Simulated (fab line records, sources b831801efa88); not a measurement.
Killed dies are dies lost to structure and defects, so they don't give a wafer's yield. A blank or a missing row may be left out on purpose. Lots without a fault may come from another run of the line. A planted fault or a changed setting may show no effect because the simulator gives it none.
fab line records | flow sky130
record lots=13 wafers=39 last_day=49
route steps=708 shown NWELL@79 VT_ADJUST_NCORE@123 VT_ADJUST_HVTR@142 PAD_OPEN@708
lots that met no fault: from a run of the same line without faults
start_h: hours from the record's first day to the start of the lot's first wafer shown | wait_h: hours since the lot's step before | " the same as in the row above | L1.1+2: a row that stands for several wafers | - no value, or no start given | * or withheld: withheld | < > ~ a bound
route shown NAME@n: a module of which the file shows steps, and the number in the route of the first | usual: mean/standard deviation of fault-free wafers | same: alike in all rows | chamber/n: place in a boat | sites: the reading at each site | _std_site: their standard deviation | _edge_site: outer sites' mean less inner sites' | radius_mm: how far each site lies from the wafer's centre | mask NAME#n: copy n | behind: the tool/chamber that last shaped the wafer | hold: why the lot was held/for how many hours/how that ended | device: the transistor (n, p or np) that didn't switch | end of line: the same wafers' tests at the end of the route | a step without rows: its recipe alone | killed: dies lost to structure and defects at the first sort, not the wafer's yield | map: a wafer's dies, x killed, . not, _ none there
set.NAME: the setting as run; set.NAME@STEP: as run at that earlier step | model.NAME: the simulator's own value behind a step, which no gauge read
steps of the route over a sample of lots; a table a step, a row a wafer
services: from which hour (start_h, from the record's first day; less than 0 if before it) a tool's chamber was out of use, for how many hours, and why
## steps
# step SKY_NWELL_TW_MEAS_26
# usual NWELL_2_TW=495/5
# columns lot.wafer tool chamber start_h wait_h NWELL_2_TW
L624.1 film_metro-03 - 104.69 0.1 490
L624.3 " - " " 491
L624.4 " - " " 488
L625.4 film_metro-01 - 108.92 0.1 496
L625.5 " - " " 498
L625.6 " - " " 499
L631.1 film_metro-01 - 147.15 0.1 504
L631.3 " - " " 501
L631.4 " - " " 497
L634.2 film_metro-02 - 171.81 0.1 497
L634.4 " - " " 493
L634.5 " - " " 494
L636.2 film_metro-02 - 173.58 0.1 495
L636.4 " - " " 497
L636.5 " - " " 491
L637.1 film_metro-01 - 186.07 0.1 499
L637.3 " - " " 499
L637.5 " - " " 500
L639.1 film_metro-01 - 194.12 0.1 502
L639.2 " - " " 505
L639.4 " - " " 500
L640.2 film_metro-01 - 201.08 0.1 502
L640.3 " - " " 505
L640.6 " - " " 503
L641.1 film_metro-03 - 214.05 0.1 492
L641.4 " - " " 492
L641.5 " - " " 494
L642.3 film_metro-02 - 214.39 0.1 494
L642.4 " - " " 497
L642.5 " - " " 496
L643.1 film_metro-01 - 217.99 0.1 503
L643.2 " - " " 500
L643.5 " - " " 501
L644.1 film_metro-02 - 225.37 0.1 492
L644.5 " - " " 491
L644.6 " - " " 493
L645.1 film_metro-03 - 230.49 0.1 487
L645.3 " - " " 481
L645.4 " - " " 485
# step SKY_VT_ADJUST_NCORE_EXPOSE_04
# recipe mask_id=LVTN_COMPLEMENT_THIN na=0.6 source_shape=conventional sigma_outer=0.6 polarization=unpolarized target_cd_nm=380 dose_mj=139
# usual exposure_dose_mJ_cm2=138.99/0.13
# columns lot.wafer tool chamber start_h wait_h mask exposure_dose_mJ_cm2
L624.1 iline_stepper-01 0 172.24 - LVTN_COMPLEMENT_THIN#0 138.94
L624.3 " 0 " " LVTN_COMPLEMENT_THIN#0 139.12
L624.4 " 0 " " LVTN_COMPLEMENT_THIN#0 139.07
L625.4 iline_stepper-01 0 177.77 - LVTN_COMPLEMENT_THIN#0 138.82
L625.5 " 0 " " LVTN_COMPLEMENT_THIN#0 138.89
L625.6 " 0 " " LVTN_COMPLEMENT_THIN#0 138.99
L631.1 iline_stepper-02 0 219.91 - LVTN_COMPLEMENT_THIN#0 139.14
L631.3 " 0 " " LVTN_COMPLEMENT_THIN#0 138.91
L631.4 " 0 " " LVTN_COMPLEMENT_THIN#0 138.95
L634.2 iline_stepper-02 0 249.06 - LVTN_COMPLEMENT_THIN#0 138.99
L634.4 " 0 " " LVTN_COMPLEMENT_THIN#0 138.88
L634.5 " 0 " " LVTN_COMPLEMENT_THIN#0 139.03
L636.2 iline_stepper-01 0 250.31 - LVTN_COMPLEMENT_THIN#0 138.89
L636.4 " 0 " " LVTN_COMPLEMENT_THIN#0 138.67
L636.5 " 0 " " LVTN_COMPLEMENT_THIN#0 138.86
L637.1 iline_stepper-01 0 264.56 - LVTN_COMPLEMENT_THIN#0 138.91
L637.3 " 0 " " LVTN_COMPLEMENT_THIN#0 138.92
L637.5 " 0 " " LVTN_COMPLEMENT_THIN#0 139.04
L639.1 iline_stepper-01 0 273.41 - LVTN_COMPLEMENT_THIN#0 139.07
L639.2 " 0 " " LVTN_COMPLEMENT_THIN#0 138.92
L639.4 " 0 " " LVTN_COMPLEMENT_THIN#0 138.94
L640.2 iline_stepper-01 0 280.66 - LVTN_COMPLEMENT_THIN#0 139.06
L640.3 " 0 " " LVTN_COMPLEMENT_THIN#0 139.04
L640.6 " 0 " " LVTN_COMPLEMENT_THIN#0 138.80
L641.1 iline_stepper-01 0 296.99 - LVTN_COMPLEMENT_THIN#0 139.05
L641.4 " 0 " " LVTN_COMPLEMENT_THIN#0 139.07
L641.5 " 0 " " LVTN_COMPLEMENT_THIN#0 138.80
L642.3 iline_stepper-01 0 297.63 - LVTN_COMPLEMENT_THIN#0 138.84
L642.4 " 0 " " LVTN_COMPLEMENT_THIN#0 138.97
L642.5 " 0 " " LVTN_COMPLEMENT_THIN#0 138.87
L643.1 iline_stepper-01 0 302.43 - LVTN_COMPLEMENT_THIN#0 138.98
L643.2 " 0 " " LVTN_COMPLEMENT_THIN#0 139.12
L643.5 " 0 " " LVTN_COMPLEMENT_THIN#0 139.05
L644.1 iline_stepper-01 0 310.33 - LVTN_COMPLEMENT_THIN#0 138.89
L644.5 " 0 " " LVTN_COMPLEMENT_THIN#0 138.70
L644.6 " 0 " " LVTN_COMPLEMENT_THIN#0 138.96
L645.1 iline_stepper-01 0 316.16 - LVTN_COMPLEMENT_THIN#0 139.04
L645.3 " 0 " " LVTN_COMPLEMENT_THIN#0 139.14
L645.4 " 0 " " LVTN_COMPLEMENT_THIN#0 139.14
# step SKY_VT_ADJUST_NCORE_OVL_MEAS_08
# usual VT_ADJUST_NCORE_OVL=-0.1/1.3
# columns lot.wafer tool chamber start_h wait_h VT_ADJUST_NCORE_OVL[nm]
L624.1 overlay-02 - 182.55 0.1 -0.1
L624.3 " - " " -0.5
L624.4 " - " " 0.2
L625.4 overlay-01 - 188.57 0.1 -2.6
L625.5 " - " " -0.8
L625.6 " - " " -0.3
L631.1 overlay-02 - 230.65 0.1 133.0
L631.3 " - " " 135.6
L631.4 " - " " 133.8
L634.2 overlay-02 - 261.36 0.1 135.3
L634.4 " - " " 135.4
L634.5 " - " " 133.0
L636.2 overlay-01 - 261.89 0.1 0.5
L636.4 " - " " -1.3
L636.5 " - " " 0.1
L637.1 overlay-01 - 277.16 0.1 1.3
L637.3 " - " " 1.2
L637.5 " - " " 1.5
L639.1 overlay-02 - 284.95 0.1 1.5
L639.2 " - " " 0.2
L639.4 " - " " -0.8
L640.2 overlay-01 - 292.49 0.1 -0.4
L640.3 " - " " -2.0
L640.6 " - " " -1.2
L641.1 overlay-01 - 309.25 0.1 0.3
L641.4 " - " " 0.3
L641.5 " - " " 0.8
L642.3 overlay-02 - 310.10 0.1 0.3
L642.4 " - " " 0.3
L642.5 " - " " 0.0
L643.1 overlay-02 - 314.89 0.1 1.9
L643.2 " - " " 0.0
L643.5 " - " " 0.4
L644.1 overlay-02 - 323.10 0.1 1.2
L644.5 " - " " 0.5
L644.6 " - " " 0.0
L645.1 overlay-01 - 329.41 0.1 0.9
L645.3 " - " " 0.5
L645.4 " - " " 0.1
# step SKY_VT_ADJUST_NCORE_TW_MEAS_11
# usual VT_ADJUST_NCORE_TW=218.3/1.2
# columns lot.wafer tool chamber start_h wait_h VT_ADJUST_NCORE_TW
L624.1 film_metro-04 - 182.84 0.1 218.2
L624.3 " - " " 218.0
L624.4 " - " " 217.9
L625.4 film_metro-02 - 188.87 0.1 217.5
L625.5 " - " " 218.4
L625.6 " - " " 217.3
L631.1 film_metro-01 - 230.94 0.1 219.9
L631.3 " - " " 218.7
L631.4 " - " " 221.5
L634.2 film_metro-04 - 261.70 0.1 218.3
L634.4 " - " " 218.5
L634.5 " - " " 217.0
L636.2 film_metro-02 - 262.18 0.1 216.2
L636.4 " - " " 216.7
L636.5 " - " " 216.8
L637.1 film_metro-04 - 277.44 0.1 217.4
L637.3 " - " " 216.9
L637.5 " - " " 218.4
L639.1 film_metro-04 - 285.24 0.1 218.2
L639.2 " - " " 217.2
L639.4 " - " " 217.7
L640.2 film_metro-04 - 292.78 0.1 219.2
L640.3 " - " " 218.3
L640.6 " - " " 219.7
L641.1 film_metro-04 - 309.54 0.1 218.6
L641.4 " - " " 218.6
L641.5 " - " " 217.6
L642.3 film_metro-04 - 310.39 0.1 218.0
L642.4 " - " " 220.3
L642.5 " - " " 220.0
L643.1 film_metro-01 - 315.18 0.1 219.2
L643.2 " - " " 219.7
L643.5 " - " " 218.6
L644.1 film_metro-04 - 323.39 0.1 216.7
L644.5 " - " " 217.9
L644.6 " - " " 218.1
L645.1 film_metro-02 - 329.69 0.1 215.6
L645.3 " - " " 216.9
L645.4 " - " " 217.7
# step SKY_VT_ADJUST_HVTR_TW_MEAS_11
# usual VT_ADJUST_HVTR_TW=209.5/2
# columns lot.wafer tool chamber start_h wait_h VT_ADJUST_HVTR_TW
L624.1 film_metro-03 - 204.56 0.1 209.1
L624.3 " - " " 209.4
L624.4 " - " " 209.2
L625.4 film_metro-02 - 210.54 0.1 209.7
L625.5 " - " " 211.3
L625.6 " - " " 209.8
L631.1 film_metro-03 - 254.52 0.1 207.1
L631.3 " - " " 208.7
L631.4 " - " " 207.3
L634.2 film_metro-01 - 285.93 0.1 212.7
L634.4 " - " " 213.2
L634.5 " - " " 212.1
L636.2 film_metro-02 - 286.88 0.1 209.0
L636.4 " - " " 209.4
L636.5 " - " " 209.3
L637.1 film_metro-02 - 302.61 0.1 209.1
L637.3 " - " " 209.0
L637.5 " - " " 210.2
L639.1 film_metro-01 - 310.67 0.1 211.2
L639.2 " - " " 212.9
L639.4 " - " " 212.0
L640.2 film_metro-01 - 318.07 0.1 211.3
L640.3 " - " " 211.2
L640.6 " - " " 211.1
L641.1 film_metro-02 - 335.54 0.1 208.8
L641.4 " - " " 208.4
L641.5 " - " " 210.1
L642.3 film_metro-02 - 337.08 0.1 208.0
L642.4 " - " " 208.0
L642.5 " - " " 208.9
L643.1 film_metro-02 - 342.92 0.1 209.5
L643.2 " - " " 209.0
L643.5 " - " " 207.1
L644.1 film_metro-02 - 350.82 0.1 208.1
L644.5 " - " " 206.5
L644.6 " - " " 208.4
L645.1 film_metro-03 - 356.77 0.1 207.4
L645.3 " - " " 207.7
L645.4 " - " " 207.7
# step SKY_PAD_OPEN_PROBE_99
# usual killed_at_M0_to_M3=43/6.4 killed_at_M4_up=3.5/1.8 killed_at_contacts=25/5.7 killed_at_front_end=15/3.9 killed_at_other=0.3/0.67 killed_dies=87/8.6 killed_open=47/6.7 killed_short=39/5.9
# same gross_dies=492 killed_at_back_side=0
# columns lot.wafer tool chamber start_h wait_h killed_at_M0_to_M3 killed_at_M4_up killed_at_contacts killed_at_front_end killed_at_other killed_dies killed_open killed_short
L634.2 prober-01 - 1144.03 0.1 37 2 13 19 0 71 41 30
L634.4 prober-01 - 1144.13 0.2 52 2 18 11 0 83 43 40
L634.5 prober-01 - 1144.18 0.2 55 3 31 13 0 102 58 44
L636.2 prober-02 - 1144.38 0.1 35 5 29 16 0 85 55 30
L636.4 prober-02 - 1144.48 0.2 41 5 26 14 1 87 48 39
L636.5 prober-02 - 1144.53 0.2 44 1 21 12 0 78 41 36
L643.1 prober-01 - 1180.09 0.1 50 4 26 14 0 94 36 58
L643.2 prober-01 - 1180.14 0.1 41 4 32 11 0 88 49 39
L643.5 prober-01 - 1180.29 0.2 47 8 20 11 1 87 55 32
L644.1 prober-02 - 1182.60 0.1 43 3 35 13 0 94 52 42
L644.5 prober-02 - 1182.80 0.2 47 1 15 17 1 81 41 40
L644.6 prober-02 - 1182.85 0.2 45 8 24 19 0 96 49 47
# killed by level:class
L634.2 VIA1:geometric_particle:open=8 VIA2:geometric_particle:open=7 FIELD_ISO:geometric_particle:short=6 VIA3:geometric_particle:open=6 FIELD_ISO:geometric_particle:open=5 POLY_GATE:geometric_particle:short=4 LI_CONTACT:geometric_particle:open=4 POLY_GATE:geometric_particle:open=3
L634.4 VIA1:geometric_particle:open=14 VIA2:geometric_particle:open=8 METAL1:geometric_particle:short=7 CONTACT:geometric_particle:short=7 VIA2:geometric_particle:short=6 FIELD_ISO:geometric_particle:open=5 FIELD_ISO:geometric_particle:short=5 METAL1:geometric_particle:open=4
L634.5 VIA2:geometric_particle:open=11 VIA1:geometric_particle:open=10 CONTACT:geometric_particle:open=9 VIA1:geometric_particle:short=9 LI_CONTACT:geometric_particle:open=7 METAL1:geometric_particle:short=7 LOCAL_INTERCONNECT:geometric_particle:short=6 FIELD_ISO:geometric_particle:open=4
L636.2 LI_CONTACT:geometric_particle:open=11 VIA1:geometric_particle:open=10 VIA2:geometric_particle:open=7 CONTACT:geometric_particle:open=6 METAL1:geometric_particle:short=6 POLY_GATE:geometric_particle:short=4 POLY_GATE:geometric_particle:open=4 LOCAL_INTERCONNECT:geometric_particle:short=4
L636.4 CONTACT:geometric_particle:open=9 VIA1:geometric_particle:open=8 LI_CONTACT:geometric_particle:open=7 VIA3:geometric_particle:open=6 POLY_GATE:geometric_particle:open=5 LI_CONTACT:geometric_particle:short=4 VIA1:geometric_particle:short=4 METAL3:geometric_particle:short=4
L636.5 LI_CONTACT:geometric_particle:open=9 METAL1:geometric_particle:short=7 VIA3:geometric_particle:open=6 VIA1:geometric_particle:open=6 VIA2:geometric_particle:short=6 VIA3:geometric_particle:short=5 CONTACT:geometric_particle:open=5 FIELD_ISO:geometric_particle:open=4
L643.1 VIA1:geometric_particle:open=10 VIA1:geometric_particle:short=9 LI_CONTACT:geometric_particle:open=7 CONTACT:geometric_particle:open=7 METAL1:geometric_particle:short=7 METAL3:geometric_particle:short=6 FIELD_ISO:geometric_particle:short=5 LI_CONTACT:geometric_particle:short=5
L643.2 CONTACT:geometric_particle:open=12 LI_CONTACT:geometric_particle:open=9 VIA1:geometric_particle:open=7 CONTACT:geometric_particle:short=6 VIA3:geometric_particle:open=6 FIELD_ISO:geometric_particle:open=5 VIA2:geometric_particle:short=5 METAL1:geometric_particle:short=5
L643.5 VIA1:geometric_particle:open=16 CONTACT:geometric_particle:open=7 METAL1:geometric_particle:short=7 VIA3:geometric_particle:open=7 LOCAL_INTERCONNECT:geometric_particle:short=6 VIA2:geometric_particle:open=6 METAL2:geometric_particle:short=5 METAL4:geometric_particle:short=4
L644.1 CONTACT:geometric_particle:open=17 VIA1:geometric_particle:open=11 VIA3:geometric_particle:open=7 METAL2:geometric_particle:short=6 FIELD_ISO:geometric_particle:short=5 LI_CONTACT:geometric_particle:open=5 CONTACT:geometric_particle:short=5 VIA1:geometric_particle:short=5
L644.5 VIA1:geometric_particle:open=15 LOCAL_INTERCONNECT:geometric_particle:short=6 VIA3:geometric_particle:short=5 FIELD_ISO:geometric_particle:open=4 POLY_GATE:geometric_particle:short=4 CONTACT:geometric_particle:open=4 METAL1:geometric_particle:short=4 METAL2:geometric_particle:short=4
L644.6 VIA1:geometric_particle:open=10 LI_CONTACT:geometric_particle:open=8 VIA1:geometric_particle:short=8 VIA2:geometric_particle:short=8 VIA2:geometric_particle:open=7 POLY_GATE:geometric_particle:short=6 CONTACT:geometric_particle:open=6 FIELD_ISO:geometric_particle:open=5
## services
# columns tool chamber start_h hours kind
iline_stepper-01 - 166.14 1.3 repair
iline_stepper-01 0 203.69 - calibration
iline_stepper-01 - 253.32 1.7 pm
iline_stepper-02 - 263.15 2.5 repair
iline_stepper-02 - 280.30 1.7 pm
iline_stepper-01 - 288.07 4.4 pm
iline_stepper-02 - 294.80 8.9 pm
## key
first_sign step=SKY_VT_ADJUST_NCORE_OVL_MEAS_08 reading=VT_ADJUST_NCORE_OVL direction=up sigmas=99+ usual=-0.1 struck=134.4
effect none on later readings
met_at SKY_VT_ADJUST_NCORE_EXPOSE_04
struck_lots L631,L634
tester_left_out L631,L634
not_acting_at SKY_NWELL_TW_MEAS_26,SKY_VT_ADJUST_NCORE_TW_MEAS_11,SKY_VT_ADJUST_HVTR_TW_MEAS_11
fault kind=scanner_matching_overlay tool=iline_stepper-02 chamber=- onset_h=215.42 steps=SKY_VT_ADJUST_NCORE_EXPOSE_04 offset=135.99
# tester_left_out: of these lots the tester's yield and bins aren't shown, on N5 and GAA mostly nor the transistor test; their killed dies are dies lost to structure and defects alone, not to doping, threshold or leakage, so they don't give the yield
